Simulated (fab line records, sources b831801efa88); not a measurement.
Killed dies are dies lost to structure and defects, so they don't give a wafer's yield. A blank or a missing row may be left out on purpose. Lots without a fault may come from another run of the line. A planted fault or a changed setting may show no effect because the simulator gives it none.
fab line records | flow sky130
record lots=12 wafers=36 last_day=50
route steps=708 shown NWELL@34 GATE_OXIDE@188 METAL1@437 VIA1@470
lots that met no fault: from a run of the same line without faults
start_h: hours from the record's first day to the start of the lot's first wafer shown | wait_h: hours since the lot's step before | " the same as in the row above | L1.1+2: a row that stands for several wafers | - no value, or no start given | * or withheld: withheld | < > ~ a bound
route shown NAME@n: a module of which the file shows steps, and the number in the route of the first | usual: mean/standard deviation of fault-free wafers | same: alike in all rows | chamber/n: place in a boat | sites: the reading at each site | _std_site: their standard deviation | _edge_site: outer sites' mean less inner sites' | radius_mm: how far each site lies from the wafer's centre | mask NAME#n: copy n | behind: the tool/chamber that last shaped the wafer | hold: why the lot was held/for how many hours/how that ended | device: the transistor (n, p or np) that didn't switch | end of line: the same wafers' tests at the end of the route | a step without rows: its recipe alone | killed: dies lost to structure and defects at the first sort, not the wafer's yield | map: a wafer's dies, x killed, . not, _ none there
set.NAME: the setting as run; set.NAME@STEP: as run at that earlier step | model.NAME: the simulator's own value behind a step, which no gauge read
steps of the route over a sample of lots; a table a step, a row a wafer
services: from which hour (start_h, from the record's first day; less than 0 if before it) a tool's chamber was out of use, for how many hours, and why
## steps
# step SKY_NWELL_THK_MEAS_02
# recipe reads=SiO2_of_NWELL_OXIDATION_01
# usual NWELL_OXIDATION_THK=9.93/0.2
# columns lot.wafer tool chamber start_h wait_h NWELL_OXIDATION_THK[nm]
L743.3 film_metro-02 - 41.06 0.0 9.87
L743.4 " - " " 10.00
L743.6 " - " " 10.05
L744.1 film_metro-02 - 46.54 0.0 10.00
L744.5 " - " " 10.11
L744.6 " - " " 10.22
L746.2 film_metro-02 - 56.87 0.0 9.90
L746.3 " - " " 9.78
L746.5 " - " " 9.84
L748.2 film_metro-03 - 73.29 0.0 9.97
L748.3 " - " " 10.03
L748.6 " - " " 10.00
L752.1 film_metro-02 - 96.21 0.0 9.79
L752.3 " - " " 9.83
L752.5 " - " " 9.93
L753.3 film_metro-04 - 97.62 0.0 9.92
L753.5 " - " " 9.98
L753.6 " - " " 10.00
L754.1 film_metro-03 - 101.31 0.0 10.05
L754.2 " - " " 9.90
L754.4 " - " " 10.09
L761.1 film_metro-02 - 140.14 0.0 10.02
L761.2 " - " " 10.11
L761.5 " - " " 9.99
L762.4 film_metro-04 - 144.43 0.0 10.07
L762.5 " - " " 10.07
L762.6 " - " " 10.05
L763.1 film_metro-03 - 145.79 0.0 10.20
L763.3 " - " " 10.18
L763.5 " - " " 10.06
L764.2 film_metro-02 - 151.14 0.0 10.13
L764.3 " - " " 10.14
L764.6 " - " " 10.09
L765.2 film_metro-02 - 156.47 0.0 9.58
L765.3 " - " " 9.69
L765.5 " - " " 9.58
# step SKY_GATE_OXIDE_OXIDATION_01
# recipe temp_c=900 ambient=O2 stabilise_s=600 purge_s=300 target_thk_a=102.68 ox_time_s=1473
# usual spike_tc_bottom_C=913/4 spike_tc_centre_C=900.4/1.2 spike_tc_lower_C=900.9/1.3 spike_tc_top_C=906/3.8 spike_tc_upper_C=899.9/1.6 tube_center_temp_C=899.99/0.08 tube_center_temp_C_max=902.4/0.39 zone_power_lower_pct=20.2/1.4
# same purge_s=300
# columns lot.wafer tool chamber start_h wait_h spike_tc_bottom_C spike_tc_centre_C spike_tc_lower_C spike_tc_top_C spike_tc_upper_C tube_center_temp_C tube_center_temp_C_max zone_power_lower_pct
L743.3 furnace-02 0 283.32 0.0 908 901.2 900.6 903 901.3 900.05 901.9 18.9
L743.4 " 0 " " 911 901.5 901.3 904 900.7 900.15 902.5 18.9
L743.6 " 0 " " 911 899.4 899.7 901 900.2 899.99 902.6 18.8
L744.1 furnace-01 0 296.30 1.9 919 901.0 900.7 909 900.7 900.02 903.4 21.7
L744.5 " 0 " " 917 900.0 902.0 911 899.0 900.11 902.2 21.7
L744.6 " 0 " " 917 899.1 901.9 912 899.7 900.08 902.1 21.8
L746.2 furnace-02 0 305.45 1.7 910 902.3 898.9 902 900.9 900.06 902.6 18.9
L746.3 " 0 " " 908 899.7 900.7 904 902.5 899.83 901.9 18.7
L746.5 " 0 " " 910 902.2 900.8 903 899.6 900.13 902.4 19.0
L748.2 furnace-01 0 334.70 0.2 917 900.1 902.7 910 897.5 899.95 902.4 22.0
L748.3 " 0 " " 917 899.9 902.9 913 899.7 899.82 902.1 22.2
L748.6 " 0 " " 917 900.5 900.2 911 898.3 899.93 902.8 21.6
L752.1 furnace-02 0 370.53 0.1 884 874.1 874.3 878 875.3 873.6 875.3 18.1
L752.3 " 0 " " 883 874.1 875.3 878 874.6 873.55 875.8 17.9
L752.5 " 0 " " 883 874.8 874.7 877 874.4 873.67 876.5 18.2
L753.3 furnace-02 0 374.88 0.5 884 875.8 873.0 877 875.7 873.55 875.9 18.0
L753.5 " 0 " " 883 875.1 873.4 879 874.2 873.74 876.4 17.5
L753.6 " 0 " " 883 873.9 873.3 878 874.2 873.57 875.5 17.9
L754.1 furnace-01 0 383.03 1.9 917 900.1 900.3 911 898.1 900.01 901.9 21.7
L754.2 " 0 " " 917 899.4 901.8 910 898.4 899.86 901.9 21.3
L754.4 " 0 " " 918 899.1 901.9 911 897.5 899.87 903.1 22.2
L761.1 furnace-01 0 444.11 0.0 917 897.8 903.0 909 896.9 899.99 903.0 21.6
L761.2 " 0 " " 918 899.0 902.9 910 896.4 900.02 902.2 21.9
L761.5 " 0 " " 917 899.3 903.0 910 898.8 899.93 902.0 21.3
L762.4 furnace-02 0 448.78 0.0 908 899.7 899.9 903 901.0 899.89 902.1 18.9
L762.5 " 0 " " 909 899.2 899.9 904 900.4 899.98 901.8 19.1
L762.6 " 0 " " 911 900.8 900.4 903 900.7 900.01 902.8 18.5
L763.1 furnace-02 0 455.10 0.7 909 903.2 900.8 905 902.4 900.02 902.1 19.1
L763.3 " 0 " " 908 902.4 898.5 904 899.1 899.93 901.9 19.2
L763.5 " 0 " " 908 899.8 900.6 902 901.6 900.02 902.7 19.3
L764.2 furnace-02 0 460.82 0.7 911 900.9 899.1 903 899.1 899.9 902.3 19.1
L764.3 " 0 " " 910 901.0 902.7 905 899.6 900.09 902.3 19.0
L764.6 " 0 " " 910 901.0 900.2 903 900.5 899.88 902.3 19.2
L765.2 furnace-02 0 470.63 0.0 911 902.4 900.3 902 901.3 899.9 901.9 19.0
L765.3 " 0 " " 911 902.1 899.6 903 901.1 900.01 902.4 19.1
L765.5 " 0 " " 909 901.2 899.7 902 902.0 900.04 902.3 18.8
# step SKY_GATE_OXIDE_THK_MEAS_02
# recipe reads=SiO2_of_GATE_OXIDE_OXIDATION_01
# usual GATE_OXIDE_OXIDATION_00_THK=10.32/0.2
# columns lot.wafer tool chamber start_h wait_h GATE_OXIDE_OXIDATION_00_THK[nm]
L743.3 film_metro-03 - 284.75 0.0 10.07
L743.4 " - " " 9.96
L743.6 " - " " 10.00
L744.1 film_metro-04 - 297.71 0.0 10.41
L744.5 " - " " 10.49
L744.6 " - " " 10.27
L746.2 film_metro-04 - 306.86 0.0 10.46
L746.3 " - " " 10.31
L746.5 " - " " 10.37
L748.2 film_metro-03 - 336.11 0.0 10.74
L748.3 " - " " 10.71
L748.6 " - " " 10.72
L752.1 film_metro-03 - 371.94 0.0 7.59
L752.3 " - " " 7.77
L752.5 " - " " 7.78
L753.3 film_metro-04 - 376.31 0.0 7.80
L753.5 " - " " 7.87
L753.6 " - " " 7.83
L754.1 film_metro-03 - 384.44 0.0 10.08
L754.2 " - " " 10.46
L754.4 " - " " 10.22
L761.1 film_metro-03 - 445.52 0.0 10.49
L761.2 " - " " 10.30
L761.5 " - " " 10.28
L762.4 film_metro-03 - 450.22 0.0 10.21
L762.5 " - " " 10.32
L762.6 " - " " 10.08
L763.1 film_metro-02 - 456.51 0.0 10.10
L763.3 " - " " 9.97
L763.5 " - " " 9.97
L764.2 film_metro-02 - 462.24 0.0 10.43
L764.3 " - " " 10.24
L764.6 " - " " 10.27
L765.2 film_metro-02 - 472.05 0.0 10.09
L765.3 " - " " 10.01
L765.5 " - " " 10.05
# step SKY_METAL1_SPUTTER_03
# recipe material=Ti target_thk_nm=5 power_w=3000 time_s=3.3 chamber_pressure_pa=0.4
# usual throttle_valve_pct=30.1/0.67
# columns lot.wafer tool chamber start_h wait_h throttle_valve_pct
L743.3 pvd_sputter-03 - 735.37 0.0 30.5
L743.4 " - " " 29.7
L743.6 " - " " 29.2
L744.1 pvd_sputter-03 - 748.04 0.0 29.5
L744.5 " - " " 29.7
L744.6 " - " " 30.2
L746.2 pvd_sputter-03 - 758.71 0.0 29.7
L746.3 " - " " 29.2
L746.5 " - " " 30.5
L748.2 pvd_sputter-03 - 790.32 0.0 29.6
L748.3 " - " " 30.2
L748.6 " - " " 29.4
L752.1 pvd_sputter-04 - 825.51 0.0 30.9
L752.3 " - " " 29.4
L752.5 " - " " 30.8
L753.3 pvd_sputter-03 - 826.81 0.0 29.7
L753.5 " - " " 29.4
L753.6 " - " " 30.1
L754.1 pvd_sputter-02 - 837.41 0.0 30.7
L754.2 " - " " 30.2
L754.4 " - " " 31.6
L761.1 pvd_sputter-04 - 888.92 0.0 29.7
L761.2 " - " " 31.1
L761.5 " - " " 31.0
L762.4 pvd_sputter-04 - 893.00 0.0 29.5
L762.5 " - " " 31.0
L762.6 " - " " 29.4
L763.1 pvd_sputter-02 - 894.28 0.0 30.0
L763.3 " - " " 30.7
L763.5 " - " " 30.4
L764.2 pvd_sputter-04 - 899.77 0.0 29.7
L764.3 " - " " 31.1
L764.6 " - " " 31.2
L765.2 pvd_sputter-04 - 912.53 0.0 29.6
L765.3 " - " " 31.2
L765.5 " - " " 30.5
# step SKY_VIA1_CD_MEAS_12
# recipe target_cd_nm=150
# usual cd_nm=150.2/1.7
# columns lot.wafer tool chamber start_h wait_h cd_nm
L743.3 cd_sem-01 - 791.63 - 151.8
L743.4 " - " " 152.7
L743.6 " - " " 151.6
L744.1 cd_sem-01 - 802.32 - 154.3
L744.5 " - " " 152.0
L744.6 " - " " 153.7
L746.2 cd_sem-01 - 813.04 - 148.5
L746.3 " - " " 145.9
L746.5 " - " " 149.0
L748.2 cd_sem-01 - 844.59 - 152.2
L748.3 " - " " 151.0
L748.6 " - " " 155.0
L752.1 cd_sem-02 - 879.39 - 151.1
L752.3 " - " " 152.1
L752.5 " - " " 150.5
L753.3 cd_sem-02 - 880.66 - 151.9
L753.5 " - " " 150.9
L753.6 " - " " 150.0
L754.1 cd_sem-02 - 890.96 - 148.3
L754.2 " - " " 149.7
L754.4 " - " " 149.3
L761.1 cd_sem-02 - 942.39 - 149.5
L761.2 " - " " 148.5
L761.5 " - " " 149.9
L762.4 cd_sem-02 - 944.03 - 151.0
L762.5 " - " " 150.1
L762.6 " - " " 150.7
L763.1 cd_sem-02 - 945.16 - 148.3
L763.3 " - " " 149.5
L763.5 " - " " 148.2
L764.2 cd_sem-02 - 951.21 - 149.0
L764.3 " - " " 148.7
L764.6 " - " " 146.4
L765.2 cd_sem-02 - 963.33 - 149.8
L765.3 " - " " 149.1
L765.5 " - " " 148.8
## services
# columns tool chamber start_h hours kind
furnace-02 - 289.28 3.6 pm
furnace-01 - 339.90 3.9 pm
pvd_sputter-03 - 345.47 1.6 repair
furnace-02 - 366.33 3.0 pm
furnace-01 - 417.58 3.4 pm
furnace-02 - 456.51 3.0 pm
pvd_sputter-04 - 471.47 0.7 repair
pvd_sputter-04 - 492.57 5.0 repair
furnace-02 - 504.41 10.6 repair
pvd_sputter-03 - 539.54 13.6 repair
pvd_sputter-03 - 554.71 16.5 repair
furnace-01 - 581.69 3.7 pm
furnace-01 - 585.44 4.2 pm
pvd_sputter-03 - 588.50 25.9 repair
furnace-01 - 621.15 4.1 pm
furnace-02 - 625.28 4.5 pm
furnace-02 - 648.81 3.2 pm
pvd_sputter-04 - 660.46 1.2 repair
furnace-01 - 752.43 3.7 pm
pvd_sputter-03 - 785.08 1.4 repair
furnace-02 - 792.32 4.4 pm
furnace-01 - 828.87 9.3 repair
pvd_sputter-04 - 847.65 3.6 repair
furnace-01 - 903.15 2.5 pm
## key
first_sign step=SKY_GATE_OXIDE_OXIDATION_01 reading=tube_center_temp_C direction=down sigmas=99+ usual=* struck=*
effect step=SKY_GATE_OXIDE_OXIDATION_01 reading=tube_center_temp_C_max direction=down sigmas=67 usual=* struck=*
effect step=SKY_GATE_OXIDE_THK_MEAS_02 reading=GATE_OXIDE_OXIDATION_00_THK direction=down sigmas=13 usual=10.32 struck=7.77
met_at SKY_GATE_OXIDE_OXIDATION_01
struck_lots L752,L753
tester_left_out L752,L753
not_acting_at SKY_NWELL_THK_MEAS_02,SKY_METAL1_SPUTTER_03,SKY_VIA1_CD_MEAS_12
onset_between 305.45 370.53
fault kind=process_parameter_drift tool=furnace-02 chamber=- onset_h=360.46 steps=SKY_GATE_OXIDE_OXIDATION_01 channel=temp_c offset=* shape=step end_h=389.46 acts_in=* stated=*
# tester_left_out: of these lots the tester's yield and bins aren't shown, on N5 and GAA mostly nor the transistor test; their killed dies are dies lost to structure and defects alone, not to doping, threshold or leakage, so they don't give the yield
